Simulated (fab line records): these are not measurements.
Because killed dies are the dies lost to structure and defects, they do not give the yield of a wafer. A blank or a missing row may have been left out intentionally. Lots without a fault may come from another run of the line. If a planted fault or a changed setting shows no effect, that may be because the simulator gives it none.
Chamber matching | flow gf180mcu | rie-si-02 running GF_STI_ETCH_14: 4 sister chambers
The step etches Si in HBr/Cl2/O2, target depth 360 nm, time 102.9 s. 4 wafers are shown with their chamber, then 8 later ones without.

== WAFERS WITH THEIR CHAMBER ==
wafer  | chamber | drypump-motor-current-A (A)
L900.3 | 3       | 5.4
L900.4 | 2       | 5.8
L900.6 | 0       | 6.8
L903.3 | 1       | 5.9

== WAFERS WHOSE CHAMBER IS MISSING ==
wafer  | drypump-motor-current-A (A)
L903.4 | 6.8
L903.5 | 5.8
L904.2 | 5.5
L904.4 | 5.9
L904.6 | 6.8
L906.1 | 5.9
L906.3 | 6.7
L906.6 | 6.7

== WHICH CHAMBER EACH WENT THROUGH ==
wafer  | from the rows above     | in truth
L903.4 | 0                       | 0
L903.5 | can't be placed: 2 or 1 | 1
L904.2 | 3                       | 3
L904.4 | can't be placed: 1 or 2 | 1
L904.6 | 0                       | 0
L906.1 | can't be placed: 1 or 2 | 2
L906.3 | 0                       | 0
L906.6 | 0                       | 0
Placed correctly: 5 of 8. Unplaceable from these rows: 3, with the true chamber sitting among the candidates in 3. Placed wrongly: 0.
How it was worked out, from the rows above alone: a wafer's distance from a chamber is the root of the sum, over the readings, of the square of ((its reading less the chamber's mean) divided by the reading's scatter). If the next closest chamber is less than 2 further off than the closest, the wafer can't be placed; otherwise it belongs to the closest. The mean given for a chamber averages the wafers shown for that chamber. The scatter: root of mean squared gap, hidden wafer to nearest shown wafer, with one shown wafer a chamber.
